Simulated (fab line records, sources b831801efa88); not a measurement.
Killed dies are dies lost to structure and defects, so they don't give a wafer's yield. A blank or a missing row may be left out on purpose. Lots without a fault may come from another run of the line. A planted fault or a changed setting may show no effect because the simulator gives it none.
Chamber matching | flow sfq_line | SFQ_TRILAYER_I4_DEP_PECVD_099 on pecvd-04: 3 sister chambers
The step deposits SiO2 from SiH4/N2O, time 111.11 s, target thk 500 nm. 3 wafers are shown with their chamber, then 8 later ones without.

WAFERS WITH THEIR CHAMBER
wafer  | chamber | throttle_valve_pct (%)
L556.4 | 0       | 22.7
L563.4 | 1       | 23.4
L564.2 | 2       | 25.1

WAFERS WITHOUT THEIR CHAMBER
wafer  | throttle_valve_pct (%)
L564.5 | 25.0
L564.6 | 23.4
L571.1 | 23.1
L571.4 | 23.3
L571.5 | 25.2
L576.1 | 23.2
L576.3 | 23.8
L576.5 | 25.0

WHICH CHAMBER EACH WENT THROUGH
wafer  | from the rows above     | in truth
L564.5 | 2                       | 2
L564.6 | 1                       | 1
L571.1 | can't be placed: 1 or 0 | 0
L571.4 | 1                       | 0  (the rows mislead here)
L571.5 | 2                       | 2
L576.1 | can't be placed: 1 or 0 | 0
L576.3 | 1                       | 1
L576.5 | 2                       | 2
Placed correctly: 5 of 8. Can't be placed from these rows: 2 (the true chamber is among the candidates in 2). Placed wrongly: 1.
How it was worked out, from the rows above alone: a wafer's distance from a chamber is the root of the sum, over the readings, of the square of ((its reading less the chamber's mean) divided by the reading's scatter). The wafer belongs to the nearest chamber; if the next one is less than 2 further off, it can't be placed. A chamber's mean is the mean of its shown wafers. The scatter: with one shown wafer a chamber, the root of the mean of the squares of how far each hidden wafer lies from its nearest shown one.
